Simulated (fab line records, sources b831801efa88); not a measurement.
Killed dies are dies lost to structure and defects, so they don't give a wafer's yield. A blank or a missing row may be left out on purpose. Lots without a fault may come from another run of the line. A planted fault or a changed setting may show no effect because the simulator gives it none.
fab line records | flow sky130
record lots=6 wafers=18 last_day=50
route steps=708 shown VIA3@591 METAL4@598 CAP2M@603 PAD_OPEN@708
lots that met no fault: from a run of the same line without faults
start_h: hours from the record's first day to the start of the lot's first wafer shown | wait_h: hours since the lot's step before | " the same as in the row above | L1.1+2: a row that stands for several wafers | - no value, or no start given | * or withheld: withheld | < > ~ a bound
route shown NAME@n: a module of which the file shows steps, and the number in the route of the first | usual: mean/standard deviation of fault-free wafers | same: alike in all rows | chamber/n: place in a boat | sites: the reading at each site | _std_site: their standard deviation | _edge_site: outer sites' mean less inner sites' | radius_mm: how far each site lies from the wafer's centre | mask NAME#n: copy n | behind: the tool/chamber that last shaped the wafer | hold: why the lot was held/for how many hours/how that ended | device: the transistor (n, p or np) that didn't switch | end of line: the same wafers' tests at the end of the route | a step without rows: its recipe alone | killed: dies lost to structure and defects at the first sort, not the wafer's yield | map: a wafer's dies, x killed, . not, _ none there
set.NAME: the setting as run; set.NAME@STEP: as run at that earlier step | model.NAME: the simulator's own value behind a step, which no gauge read
lots at some steps of the route; a table a step, a row a wafer
services: from which hour (start_h, from the record's first day; less than 0 if before it) a tool's chamber was out of use, for how many hours, and why
## steps
# step SKY_VIA3_CLEAN_18
# recipe chemistry=IPA time_s=180 temp_c=25
# step SKY_VIA3_CLEAN_19
# recipe chemistry=O3/DIW dry=n2_spin
# step SKY_VIA3_SPUTTER_20
# recipe material=TiN target_thk_nm=20 chamber_pressure_pa=5 power_w=4000 time_s=80
# usual throttle_valve_pct=30.9/1
# columns lot.wafer tool chamber start_h wait_h throttle_valve_pct
L923.2 pvd_sputter-03 - 966.22 0.0 30.4
L923.3 " - " " 30.8
L923.4 " - " " 31.6
L926.4 pvd_sputter-03 - 983.85 0.0 29.5
L926.5 " - " " 30.4
L926.6 " - " " 30.5
L933.1 pvd_sputter-03 - 1038.55 0.0 29.5
L933.2 " - " " 30.5
L933.6 " - " " 29.7
L936.1 pvd_sputter-01 - 1066.70 0.0 29.7
L936.4 " - " " 30.8
L936.6 " - " " 29.6
L939.1 pvd_sputter-04 - 1074.06 0.0 31.7
L939.4 " - " " 32.2
L939.6 " - " " 31.4
L941.1 pvd_sputter-03 - 1087.15 0.0 30.2
L941.5 " - " " 30.6
L941.6 " - " " 31.7
# step SKY_VIA3_CVD_21
# recipe material=W target_thk_nm=390 time_s=117.31 temp_c=400 pressure_torr=40
# usual heater_power_w=820/74
# columns lot.wafer tool chamber start_h wait_h heater_power_w
L923.2 cvd_w-01 0 966.28 0.0 942
L923.3 " 1 " " 882
L923.4 " 0 " " 898
L926.4 cvd_w-02 1 984.03 0.2 781
L926.5 " 1 " " 813
L926.6 " 1 " " 792
L933.1 cvd_w-02 1 1038.61 0.0 809
L933.2 " 0 " " 732
L933.6 " 1 " " 809
L936.1 cvd_w-01 0 1066.77 0.0 924
L936.4 " 0 " " 912
L936.6 " 0 " " 931
L939.1 cvd_w-01 0 1074.12 0.0 927
L939.4 " 0 " " 940
L939.6 " 0 " " 940
L941.1 cvd_w-02 0 1087.21 0.0 722
L941.5 " 0 " " 745
L941.6 " 1 " " 804
# step SKY_VIA3_RS_MEAS_22
# recipe thk_meas_gauge=four-point-probe reads=W_of_VIA3_CVD_21+TiN_of_VIA3_SPUTTER_20
# usual VIA3_W_RS=0.295/0.0043
# columns lot.wafer tool chamber start_h wait_h VIA3_W_RS[ohm/sq]
L923.2 film_metro-01 - 966.43 0.1 0.291
L923.3 " - " " 0.303
L923.4 " - " " 0.291
L926.4 film_metro-01 - 984.21 0.1 0.296
L926.5 " - " " 0.297
L926.6 " - " " 0.296
L933.1 film_metro-04 - 1038.73 0.1 0.297
L933.2 " - " " 0.296
L933.6 " - " " 0.296
L936.1 film_metro-02 - 1066.89 0.1 0.291
L936.4 " - " " 0.292
L936.6 " - " " 0.290
L939.1 film_metro-01 - 1074.24 0.1 0.289
L939.4 " - " " 0.284
L939.6 " - " " 0.287
L941.1 film_metro-01 - 1087.33 0.1 0.299
L941.5 " - " " 0.300
L941.6 " - " " 0.296
# step SKY_VIA3_THK_MEAS_23
# recipe thk_meas_gauge=xrf reads=W_of_VIA3_CVD_21
# usual VIA3_W_THK=380/6.4
# columns lot.wafer tool chamber start_h wait_h VIA3_W_THK[nm]
L923.2 film_metro-01 - 966.54 0.1 384
L923.3 " - " " 370
L923.4 " - " " 383
L926.4 film_metro-01 - 984.30 0.1 376
L926.5 " - " " 374
L926.6 " - " " 378
L933.1 film_metro-04 - 1038.85 0.1 387
L933.2 " - " " 390
L933.6 " - " " 391
L936.1 film_metro-02 - 1067.01 0.1 383
L936.4 " - " " 384
L936.6 " - " " 386
L939.1 film_metro-01 - 1074.36 0.1 385
L939.4 " - " " 391
L939.6 " - " " 389
L941.1 film_metro-01 - 1087.45 0.1 373
L941.5 " - " " 372
L941.6 " - " " 378
# step SKY_VIA3_CMP_24
# recipe stop_on=SiO2 t_overpolish_s=20 down_force_psi=3.5 platen_rpm=60 target_thk_nm=0 pad_velocity_m_s=0.94248
# step SKY_METAL4_SPUTTER_00
# recipe material=Ti target_thk_nm=15 power_w=3000 time_s=10 chamber_pressure_pa=0.4
# step SKY_METAL4_SPUTTER_01
# recipe material=TiN target_thk_nm=20 power_w=6500 time_s=16.7 chamber_pressure_pa=0.4
# step SKY_METAL4_SPUTTER_02
# recipe material=AlCu target_thk_nm=735 power_w=10600 time_s=39.1 chamber_pressure_pa=0.4
# usual throttle_valve_pct=30.1/1.2
# columns lot.wafer tool chamber start_h wait_h throttle_valve_pct
L923.2 pvd_sputter-02 - 966.94 0.0 30.3
L923.3 " - " " 28.1
L923.4 " - " " 28.5
L926.4 pvd_sputter-02 - 984.68 0.0 29.3
L926.5 " - " " 30.3
L926.6 " - " " 28.6
L933.1 pvd_sputter-02 - 1039.26 0.0 28.4
L933.2 " - " " 29.3
L933.6 " - " " 29.0
L936.1 pvd_sputter-03 - 1067.42 0.0 30.5
L936.4 " - " " 31.7
L936.6 " - " " 30.4
L939.1 pvd_sputter-02 - 1074.77 0.0 29.5
L939.4 " - " " 28.2
L939.6 " - " " 28.8
L941.1 pvd_sputter-03 - 1088.15 0.0 29.5
L941.5 " - " " 31.7
L941.6 " - " " 30.6
# step SKY_METAL4_SPUTTER_03
# recipe material=Ti target_thk_nm=5 power_w=3000 time_s=3.3 chamber_pressure_pa=0.4
# usual throttle_valve_pct=30.1/1.2
# columns lot.wafer tool chamber start_h wait_h throttle_valve_pct
L923.2 pvd_sputter-02 - 966.97 0.0 30.2
L923.3 " - " " 27.9
L923.4 " - " " 28.7
L926.4 pvd_sputter-02 - 984.72 0.0 29.4
L926.5 " - " " 30.1
L926.6 " - " " 28.4
L933.1 pvd_sputter-02 - 1039.30 0.0 28.0
L933.2 " - " " 29.4
L933.6 " - " " 28.8
L936.1 pvd_sputter-03 - 1067.46 0.0 30.4
L936.4 " - " " 31.4
L936.6 " - " " 30.0
L939.1 pvd_sputter-02 - 1074.81 0.0 29.7
L939.4 " - " " 28.2
L939.6 " - " " 28.7
L941.1 pvd_sputter-03 - 1088.19 0.0 29.4
L941.5 " - " " 31.4
L941.6 " - " " 30.8
# step SKY_METAL4_SPUTTER_04
# recipe material=TiN target_thk_nm=70 power_w=6500 time_s=58.3 chamber_pressure_pa=0.4
# usual throttle_valve_pct=30.1/1.2
# columns lot.wafer tool chamber start_h wait_h throttle_valve_pct
L923.2 pvd_sputter-02 - 966.99 0.0 30.2
L923.3 " - " " 28.4
L923.4 " - " " 28.8
L926.4 pvd_sputter-02 - 984.74 0.0 29.3
L926.5 " - " " 30.3
L926.6 " - " " 28.8
L933.1 pvd_sputter-02 - 1039.32 0.0 28.2
L933.2 " - " " 29.3
L933.6 " - " " 28.7
L936.1 pvd_sputter-03 - 1067.48 0.0 30.3
L936.4 " - " " 31.5
L936.6 " - " " 30.5
L939.1 pvd_sputter-02 - 1074.83 0.0 29.4
L939.4 " - " " 28.3
L939.6 " - " " 28.8
L941.1 pvd_sputter-03 - 1088.21 0.0 29.5
L941.5 " - " " 31.4
L941.6 " - " " 30.3
# step SKY_CAP2M_CVD_00
# recipe material=SiO2 target_thk_nm=15.5 temp_c=400 time_s=withheld rf_w=450
# usual heater_power_w=737/92
# columns lot.wafer tool chamber start_h wait_h heater_power_w model.SiO2_of_CAP2M_CVD_00.thk_nm
L923.2 pecvd-02 0 967.04 0.0 607 15.4
L923.3 " 2 " " 734 15.17
L923.4 " 0 " " 597 15.49
L926.4 pecvd-04 0 984.80 0.0 860 15.28
L926.5 " 2 " " 815 15.58
L926.6 " 1 " " 692 15.36
L933.1 pecvd-02 2 1039.37 0.0 797 15.27
L933.2 " 0 " " 578 13.7
L933.6 " 2 " " 798 15.51
L936.1 pecvd-02 2 1067.52 0.0 804 15.72
L936.4 " 0 " " 640 13.76
L936.6 " 2 " " 778 15.63
L939.1 pecvd-01 0 1074.88 0.0 741 15.35
L939.4 " 0 " " 726 15.67
L939.6 " 1 " " 619 15.52
L941.1 pecvd-01 2 1088.26 0.0 686 15.8
L941.5 " 0 " " 735 15.87
L941.6 " 1 " " 734 16.03
# step SKY_CAP2M_THK_MEAS_01
# recipe reads=SiO2_of_CAP2M_CVD_00
# usual CAP2M_CVD_00_THK=15.56/0.22
# columns lot.wafer tool chamber start_h wait_h CAP2M_CVD_00_THK[nm]
L923.2 film_metro-01 - 967.07 - 15.36
L923.3 " - " " 15.18
L923.4 " - " " 15.42
L926.4 film_metro-03 - 984.84 - 15.27
L926.5 " - " " 15.58
L926.6 " - " " 15.40
L933.1 film_metro-01 - 1039.39 - 15.25
L933.2 " - " " 13.71
L933.6 " - " " 15.56
L936.1 film_metro-03 - 1067.55 - 15.71
L936.4 " - " " 13.75
L936.6 " - " " 15.61
L939.1 film_metro-02 - 1074.90 - 15.37
L939.4 " - " " 15.69
L939.6 " - " " 15.56
L941.1 film_metro-03 - 1088.28 - 15.80
L941.5 " - " " 15.85
L941.6 " - " " 15.97
# step SKY_CAP2M_SPUTTER_02
# recipe material=TiN target_thk_nm=200 temp_c=300 power_w=6500 time_s=166.7 chamber_pressure_pa=0.4
# step SKY_CAP2M_RS_MEAS_03
# recipe thk_meas_gauge=four-point-probe reads=TiN_of_CAP2M_SPUTTER_02
# usual CAP2M_TIN_RS=6.88/0.066
# columns lot.wafer tool chamber start_h wait_h CAP2M_TIN_RS[ohm/sq]
L923.2 film_metro-03 - 967.25 0.1 6.85
L923.3 " - " " 6.86
L923.4 " - " " 6.92
L926.4 film_metro-01 - 985.04 0.1 6.91
L926.5 " - " " 6.82
L926.6 " - " " 6.85
L933.1 film_metro-02 - 1039.56 0.1 6.92
L933.2 " - " " 7.03
L933.6 " - " " 6.99
L936.1 film_metro-03 - 1067.79 0.1 7.05
L936.4 " - " " 6.99
L936.6 " - " " 7.03
L939.1 film_metro-02 - 1075.07 0.1 6.84
L939.4 " - " " 6.87
L939.6 " - " " 6.84
L941.1 film_metro-02 - 1088.45 0.1 6.93
L941.5 " - " " 6.94
L941.6 " - " " 6.97
# step SKY_CAP2M_THK_MEAS_04
# recipe thk_meas_gauge=xrf reads=TiN_of_CAP2M_SPUTTER_02
# usual CAP2M_TIN_THK=205.3/2.2
# columns lot.wafer tool chamber start_h wait_h CAP2M_TIN_THK[nm]
L923.2 film_metro-03 - 967.36 0.1 204.3
L923.3 " - " " 204.1
L923.4 " - " " 202.3
L926.4 film_metro-01 - 985.13 0.1 203.7
L926.5 " - " " 206.6
L926.6 " - " " 206.2
L933.1 film_metro-02 - 1039.68 0.1 204.3
L933.2 " - " " 202.1
L933.6 " - " " 203.8
L936.1 film_metro-03 - 1067.91 0.1 200.5
L936.4 " - " " 201.4
L936.6 " - " " 201.2
L939.1 film_metro-02 - 1075.19 0.1 206.9
L939.4 " - " " 206.1
L939.6 " - " " 208.2
L941.1 film_metro-02 - 1088.57 0.1 203.4
L941.5 " - " " 202.7
L941.6 " - " " 201.7
# step SKY_CAP2M_DEHYDRATE_05
# recipe temp_c=200 time_s=60
# step SKY_CAP2M_HMDS_06
# recipe prime_time_s=60 prime_temp_c=120
# step SKY_CAP2M_COAT_07
# recipe resist=NOVOLAK spin_rpm=3000 resist_thk_nm=1140
# step SKY_CAP2M_SOFTBAKE_08
# recipe temp_c=90 time_s=60 resist=NOVOLAK
# step SKY_CAP2M_EXPOSE_09
# recipe mask_id=CAP2M na=0.6 source_shape=conventional sigma_outer=0.6 polarization=unpolarized target_cd_nm=1000 dose_mj=159
# step SKY_CAP2M_PEB_10
# recipe temp_c=withheld time_s=* resist=NOVOLAK
# step SKY_CAP2M_DEVELOP_11
# recipe resist=NOVOLAK developer=TMAH develop_time_s=60 dev_temp_c=23
# step SKY_CAP2M_OVL_MEAS_12
# usual CAP2M_OVL=-0.4/1.4
# columns lot.wafer tool chamber start_h wait_h CAP2M_OVL[nm]
L923.2 overlay-01 - 991.49 0.4 1.5
L923.3 " - " " 1.0
L923.4 " - " " 2.5
L926.4 overlay-02 - 1007.60 0.1 0.8
L926.5 " - " " 0.9
L926.6 " - " " 0.1
L933.1 overlay-02 - 1060.82 0.1 -1.1
L933.2 " - " " -2.5
L933.6 " - " " 1.4
L936.1 overlay-01 - 1088.65 0.1 -1.7
L936.4 " - " " -2.0
L936.6 " - " " 0.4
L939.1 overlay-02 - 1095.72 0.1 0.1
L939.4 " - " " 1.0
L939.6 " - " " -1.0
L941.1 overlay-01 - 1108.20 0.1 -0.7
L941.5 " - " " -0.2
L941.6 " - " " 0.5
# step SKY_CAP2M_METAL_ETCH_13
# recipe target_depth_nm=220 stop_on=SiO2 chemistry=Cl2/BCl3 target=TiN pressure_mtorr=10 icp_w=900 bias_w=48.5 Cl2_flow_sccm=60 bcl3_flow_sccm=30 time_s=62.9
# step SKY_CAP2M_STRIP_14
# recipe chemistry=O2/N2 power_w=1400 pressure_mtorr=1500 platen_temp_c=withheld o2_flow_sccm=3000 n2_flow_sccm=300 overash_fraction=0.5
# step SKY_CAP2M_STRIP_15
# recipe chemistry=post_etch_residue_remover time_s=1200 temp_c=72.5
# step SKY_CAP2M_CLEAN_16
# recipe chemistry=IPA time_s=180 temp_c=25
# step SKY_CAP2M_CLEAN_17
# recipe chemistry=O3/DIW dry=n2_spin
# step SKY_METAL4_DEHYDRATE_05
# recipe temp_c=200 time_s=60
# step SKY_METAL4_HMDS_06
# recipe prime_time_s=60 prime_temp_c=120
# step SKY_METAL4_COAT_07
# recipe resist=BARC temp_c=withheld time_s=withheld spin_rpm=3000 resist_thk_nm=60
# step SKY_METAL4_COAT_08
# recipe resist=KrF-thick spin_rpm=3000 resist_thk_nm=1140
# step SKY_METAL4_SOFTBAKE_09
# recipe temp_c=100 time_s=90 resist=KrF-thick
# step SKY_METAL4_EXPOSE_10
# recipe mask_id=MM4 na=0.68 source_shape=annular sigma_inner=0.4 sigma_outer=0.8 target_cd_nm=300 dose_mj=28
# step SKY_METAL4_PEB_11
# recipe peb_temp_c=withheld peb_time_s=withheld resist=KrF-thick
# step SKY_METAL4_DEVELOP_12
# recipe develop_time_s=60 resist=KrF-thick dev_temp_c=21
# step SKY_METAL4_CD_MEAS_13
# recipe target_cd_nm=300
# usual cd_nm=300.0/1.5
# columns lot.wafer tool chamber start_h wait_h cd_nm
L923.2 cd_sem-01 - 1014.49 - 302.0
L923.3 " - " " 300.5
L923.4 " - " " 302.0
L926.4 cd_sem-02 - 1030.83 - 302.3
L926.5 " - " " 302.8
L926.6 " - " " 301.2
L933.1 cd_sem-01 - 1082.84 - 300.2
L933.2 " - " " 300.8
L933.6 " - " " 301.3
L936.1 cd_sem-01 - 1110.17 - 300.2
L936.4 " - " " 298.7
L936.6 " - " " 299.4
L939.1 cd_sem-01 - 1116.67 - 302.1
L939.4 " - " " 301.7
L939.6 " - " " 301.9
L941.1 cd_sem-01 - 1128.54 - 298.5
L941.5 " - " " 299.4
L941.6 " - " " 298.1
# step SKY_METAL4_OVL_MEAS_14
# usual METAL4_OVL=-3/6.3
# columns lot.wafer tool chamber start_h wait_h METAL4_OVL[nm]
L923.2 overlay-02 - 1014.60 0.1 2
L923.3 " - " " 2
L923.4 " - " " -2
L926.4 overlay-01 - 1030.91 0.1 9
L926.5 " - " " 5
L926.6 " - " " 0
L933.1 overlay-02 - 1082.96 0.1 -9
L933.2 " - " " -10
L933.6 " - " " -7
L936.1 overlay-01 - 1110.29 0.1 -14
L936.4 " - " " -10
L936.6 " - " " -5
L939.1 overlay-02 - 1116.79 0.1 -14
L939.4 " - " " 1
L939.6 " - " " 3
L941.1 overlay-01 - 1128.66 0.1 -11
L941.5 " - " " -9
L941.6 " - " " 0
# step SKY_METAL4_DESCUM_15
# recipe chemistry=O2 source_power_w=150 bias_power_w=0 pressure_mtorr=10 temp_c=40 time_s=8
# step SKY_METAL4_ETCH_16
# recipe chemistry=N2/H2 target=BARC ion_energy_ev=200 bias_w=100 pressure_mtorr=30 n2_flow_sccm=100 h2_flow_sccm=200 icp_w=500 stop_on=SiO2 time_s=88.2 target_depth_a=600
# step SKY_METAL4_ETCH_17
# recipe target=SiO2 stop_on=TiN chemistry=C4F8/O2/Ar source_w=1500 bias_w=1200 pressure_mtorr=40 c4f8_flow_sccm=withheld O2_flow_sccm=6 Ar_flow_sccm=300 time_s=3.9 target_depth_a=150
# usual oes_product_au=0.756/0.0071
# columns lot.wafer tool chamber start_h wait_h oes_product_au rf_hours_counter_h model.etch.depth_nm
L923.2 rie_diel-02 3 1014.76 0.1 0.754 17 15.4
L923.3 " 3 " " 0.746 - 15.17
L923.4 " 0 " " 0.751 - 15.49
L926.4 rie_diel-01 2 1031.06 0.0 0.748 10 15.28
L926.5 " 3 " " 0.752 - 15.58
L926.6 " 2 " " 0.753 - 15.36
L933.1 rie_diel-03 3 1083.12 0.1 0.749 17 15.27
L933.2 " 0 " " 0.714 19 13.7
L933.6 " 3 " " 0.746 - 15.51
L936.1 rie_diel-02 2 1110.45 0.1 0.760 14 15.72
L936.4 " 1 " " 0.714 12 13.76
L936.6 " 1 " " 0.756 - 15.63
L939.1 rie_diel-02 2 1116.96 0.1 0.745 14 15.35
L939.4 " 3 " " 0.754 22 15.67
L939.6 " 0 " " 0.748 - 15.52
L941.1 rie_diel-01 1 1128.82 0.1 0.760 11 15.8
L941.5 " 2 " " 0.767 - 15.87
L941.6 " 1 " " 0.771 - 16.03
# step SKY_PAD_OPEN_PROBE_99
# usual defect_limited_yield=82.4/2.1 killed_at_M0_to_M3=43/7.4 killed_at_M4_up=3.1/1.9 killed_at_contacts=25/5.4 killed_at_front_end=15/4.3 killed_at_other=0.3/0.54 killed_dies=86/10 killed_open=46/7.4 killed_short=40/7 sort_bin_3_pad_short=0.9/0.39 sort_bin_5_function=10.3/1.6 sort_bin_6_memory=6.4/1.1 sort_n_pass=406/10 sort_yield_pct=82.4/2.1
# same gross_dies=492 killed_at_back_side=0 sort_bin_4_leakage[%]=0 sort_bin_8_speed[%]=0
# columns lot.wafer tool chamber start_h wait_h defect_limited_yield[%] killed_at_M0_to_M3 killed_at_M4_up killed_at_contacts killed_at_front_end killed_at_other killed_dies killed_open killed_short sort_bin_3_pad_short[%] sort_bin_5_function[%] sort_bin_6_memory[%] sort_n_pass sort_yield_pct[%] model.etest.cap_mim2.bv_v model.etest.cap_mim2.leak_log10_a_cm2 model.etest.cap_mim2.c_ff_um2
L923.2 prober-02 - 1105.40 0.1 82.3 46 3 22 15 1 87 48 39 1.0 10.2 6.5 405 82.3 13.22 -8.895 2.362
L923.3 prober-02 - 1105.45 0.2 83.7 40 7 25 8 0 80 35 45 1.0 8.7 6.5 412 83.7 13.87 -8.783 2.387
L923.4 prober-02 - 1105.50 0.2 76.0 75 4 18 21 0 118 61 57 1.4 14.8 7.7 374 76.0 14.08 -9.175 2.336
L926.4 prober-01 - 1121.57 0.2 83.1 37 3 30 13 0 83 43 40 1.4 8.7 6.7 409 83.1 13.39 -8.961 2.372
L926.5 prober-01 - 1121.62 0.2 84.8 31 5 23 16 0 75 34 40 1.0 8.3 5.9 417 84.8 13.98 -9.053 2.328
L926.6 prober-01 - 1121.67 0.2 81.3 49 2 24 17 0 92 50 42 0.8 10.0 7.9 400 81.3 13.7 -8.996 2.366
L933.1 prober-02 - 1166.49 0.1 81.9 41 3 30 14 1 89 45 43 0.6 12.0 5.5 403 81.9 13.62 -8.85 2.359
L933.2 prober-02 - 1166.54 0.1 79.5 50 5 24 22 0 101 53 47 1.0 13.0 6.5 391 79.5 12.57 -8.391 2.663
L933.6 prober-02 - 1166.74 0.2 81.1 53 1 20 19 0 93 49 43 0.8 11.0 7.1 399 81.1 13.8 -8.969 2.323
L936.1 prober-01 - 1189.62 0.1 83.7 39 2 26 13 0 80 44 35 1.6 8.9 5.7 412 83.7 13.79 -8.948 2.32
L936.4 prober-01 - 1189.77 0.2 82.1 48 1 20 18 1 88 50 35 0.8 10.0 7.1 404 82.1 12.32 -8.307 2.628
L936.6 prober-01 - 1189.87 0.2 84.6 31 1 22 21 1 76 39 36 0.6 10.0 4.9 416 84.6 14.34 -8.977 2.31
L939.1 prober-02 - 1193.99 0.1 82.9 42 2 24 15 1 84 39 45 1.4 9.1 6.5 408 82.9 13.86 -8.883 2.361
L939.4 prober-02 - 1194.14 0.2 84.3 38 3 26 10 0 77 49 28 0.4 9.3 5.9 415 84.3 13.99 -8.897 2.305
L939.6 prober-02 - 1194.24 0.2 85.4 29 3 30 10 0 72 45 27 0.8 8.9 4.9 420 85.4 13.95 -9.08 2.33
L941.1 prober-02 - 1204.04 0.1 82.5 37 5 24 19 1 86 49 37 1.0 8.7 7.7 406 82.5 14.3 -8.952 2.309
L941.5 prober-02 - 1204.24 0.2 85.8 42 3 14 11 0 70 42 28 0.8 7.3 6.1 422 85.8 13.97 -9.005 2.303
L941.6 prober-02 - 1204.29 0.2 86.2 37 0 22 8 1 68 37 31 0.8 6.9 6.1 424 86.2 14.37 -8.899 2.278
# killed by level:class
L923.2 VIA1:geometric_particle:open=19 LI_CONTACT:geometric_particle:open=7 VIA1:geometric_particle:short=6 LOCAL_INTERCONNECT:geometric_particle:short=5 CONTACT:geometric_particle:open=5 METAL2:geometric_particle:short=5 VIA3:geometric_particle:open=5 SPACER:geometric_particle:short=4
L923.3 VIA1:geometric_particle:open=8 METAL2:geometric_particle:short=8 LI_CONTACT:geometric_particle:open=7 METAL4:geometric_particle:short=7 VIA2:geometric_particle:open=6 CONTACT:geometric_particle:short=5 LOCAL_INTERCONNECT:geometric_particle:short=5 CONTACT:geometric_particle:open=5
L923.4 VIA1:geometric_particle:open=17 VIA2:geometric_particle:open=13 METAL2:geometric_particle:short=9 LOCAL_INTERCONNECT:geometric_particle:short=8 VIA3:geometric_particle:open=8 FIELD_ISO:geometric_particle:short=6 METAL1:geometric_particle:short=6 FIELD_ISO:geometric_particle:open=5
L926.4 CONTACT:geometric_particle:open=10 VIA1:geometric_particle:open=8 LI_CONTACT:geometric_particle:open=7 VIA1:geometric_particle:short=6 FIELD_ISO:geometric_particle:short=5 FIELD_ISO:geometric_particle:open=5 LOCAL_INTERCONNECT:geometric_particle:short=5 CONTACT:geometric_particle:short=5
L926.5 VIA1:geometric_particle:open=8 LI_CONTACT:geometric_particle:open=7 FIELD_ISO:geometric_particle:short=6 CONTACT:geometric_particle:open=6 METAL1:geometric_particle:short=5 METAL4:geometric_particle:short=5 VIA1:geometric_particle:short=4 LOCAL_INTERCONNECT:geometric_particle:short=4
L926.6 VIA2:geometric_particle:open=10 FIELD_ISO:geometric_particle:short=7 LI_CONTACT:geometric_particle:open=7 CONTACT:geometric_particle:open=7 METAL1:geometric_particle:short=7 VIA1:geometric_particle:short=6 VIA1:geometric_particle:open=6 VIA3:geometric_particle:open=6
L933.1 LI_CONTACT:geometric_particle:open=9 VIA1:geometric_particle:open=9 CONTACT:geometric_particle:open=8 VIA3:geometric_particle:open=6 LI_CONTACT:geometric_particle:short=5 VIA1:geometric_particle:short=5 VIA2:geometric_particle:open=5 FIELD_ISO:geometric_particle:short=4
L933.2 VIA1:geometric_particle:open=12 FIELD_ISO:geometric_particle:short=10 VIA2:geometric_particle:open=9 VIA1:geometric_particle:short=7 LI_CONTACT:geometric_particle:open=6 CONTACT:geometric_particle:open=6 VIA3:geometric_particle:open=6 METAL1:geometric_particle:short=6
L933.6 VIA1:geometric_particle:open=13 CONTACT:geometric_particle:open=10 METAL2:geometric_particle:short=8 VIA3:geometric_particle:open=8 VIA1:geometric_particle:short=6 POLY_GATE:geometric_particle:short=6 METAL1:geometric_particle:short=6 FIELD_ISO:geometric_particle:open=3
L936.1 LI_CONTACT:geometric_particle:open=12 VIA1:geometric_particle:open=9 CONTACT:geometric_particle:open=7 METAL2:geometric_particle:short=7 POLY_GATE:geometric_particle:open=4 VIA2:geometric_particle:open=4 LOCAL_INTERCONNECT:geometric_particle:short=4 VIA1:geometric_particle:short=4
L936.4 VIA1:geometric_particle:open=14 VIA3:geometric_particle:open=7 CONTACT:geometric_particle:short=6 METAL2:geometric_particle:short=6 FIELD_ISO:geometric_particle:open=5 CONTACT:geometric_particle:open=5 VIA2:geometric_particle:open=5 POLY_GATE:geometric_particle:short=4
L936.6 LI_CONTACT:geometric_particle:open=9 POLY_GATE:geometric_particle:short=8 VIA3:geometric_particle:open=5 FIELD_ISO:geometric_particle:open=4 CONTACT:geometric_particle:open=4 METAL1:geometric_particle:short=4 VIA1:geometric_particle:open=4 METAL3:geometric_particle:short=4
L939.1 METAL1:geometric_particle:short=10 CONTACT:geometric_particle:open=8 FIELD_ISO:geometric_particle:short=7 VIA1:geometric_particle:open=6 LI_CONTACT:geometric_particle:open=5 CONTACT:geometric_particle:short=5 VIA2:geometric_particle:open=5 METAL2:geometric_particle:short=4
L939.4 VIA1:geometric_particle:open=12 LI_CONTACT:geometric_particle:open=9 CONTACT:geometric_particle:open=9 VIA2:geometric_particle:open=6 POLY_GATE:geometric_particle:open=4 METAL1:geometric_particle:short=4 VIA2:geometric_particle:short=4 CONTACT:geometric_particle:short=3
L939.6 CONTACT:geometric_particle:open=13 VIA1:geometric_particle:open=7 LI_CONTACT:geometric_particle:open=7 METAL1:geometric_particle:short=6 LI_CONTACT:geometric_particle:short=4 CONTACT:geometric_particle:short=3 VIA2:geometric_particle:open=3 FIELD_ISO:geometric_particle:short=2
L941.1 VIA1:geometric_particle:open=15 CONTACT:geometric_particle:short=7 CONTACT:geometric_particle:open=7 POLY_GATE:geometric_particle:open=5 VIA1:geometric_particle:short=5 SPACER:geometric_particle:short=4 VIA3:geometric_particle:open=4 FIELD_ISO:geometric_particle:short=3
L941.5 VIA1:geometric_particle:open=13 FIELD_ISO:geometric_particle:short=5 VIA2:geometric_particle:open=5 FIELD_ISO:geometric_particle:open=4 LI_CONTACT:geometric_particle:open=4 CONTACT:geometric_particle:open=4 VIA1:geometric_particle:short=4 METAL2:geometric_particle:open=4
L941.6 VIA1:geometric_particle:open=9 CONTACT:geometric_particle:open=8 METAL1:geometric_particle:short=6 LI_CONTACT:geometric_particle:open=5 METAL3:geometric_particle:short=5 LOCAL_INTERCONNECT:geometric_particle:short=4 METAL2:geometric_particle:short=4 VIA3:geometric_particle:open=3
## services
# columns tool chamber start_h hours kind
pvd_sputter-03 - 942.46 1.6 repair
rie_diel-01 3 944.06 4.6 repair
rie_diel-02 0 950.75 7.5 repair
rie_diel-02 3 959.75 7.5 repair
rie_diel-02 0 961.73 7.6 repair
rie_diel-03 1 965.04 5.9 repair
rie_diel-01 3 969.95 8.9 repair
rie_diel-02 - 970.00 2.8 pm
rie_diel-01 1 974.40 8.9 repair
cvd_w-02 0 981.55 4.9 repair
rie_diel-01 - 984.11 14.6 pm
rie_diel-02 1 984.71 122.1 repair
pecvd-04 0 998.34 12.1 repair
rie_diel-02 2 1012.39 7.3 repair
rie_diel-02 0 1016.00 9.5 repair
rie_diel-01 1 1023.51 2.0 repair
rie_diel-02 - 1039.46 0.7 repair
pecvd-01 - 1044.52 6.0 pm
rie_diel-01 3 1055.79 7.7 repair
rie_diel-01 1 1060.84 11.3 repair
cvd_w-01 - 1075.66 3.0 repair
pvd_sputter-03 - 1094.46 7.4 repair
pvd_sputter-03 - 1123.37 2.0 repair
rie_diel-01 3 1123.56 9.6 repair
## key
first_sign step=SKY_CAP2M_THK_MEAS_01 reading=CAP2M_CVD_00_THK direction=down sigmas=8.3 usual=15.56 struck=13.73
effect step=SKY_METAL4_ETCH_17 reading=oes_product_au direction=down sigmas=5.9 usual=0.756 struck=0.714
model_effect step=SKY_CAP2M_CVD_00 value=SiO2_of_CAP2M_CVD_00.thk_nm without=15.77 struck=13.73
model_effect step=SKY_METAL4_ETCH_17 value=etch.depth_nm without=15.77 struck=13.73
model_effect step=SKY_PAD_OPEN_PROBE_99 value=etest.cap_mim2.bv_v without=14.3 struck=12.45
met_at SKY_CAP2M_CVD_00
struck_wafers L933.2,L936.4
onset_between 967.04 1039.37
fault kind=process_parameter_drift tool=pecvd-02 chamber=0 onset_h=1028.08 steps=SKY_CAP2M_CVD_00 channel=target_thk_nm offset=-2.0399 shape=step end_h=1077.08 acts_in=these_recipes_only stated=15.5
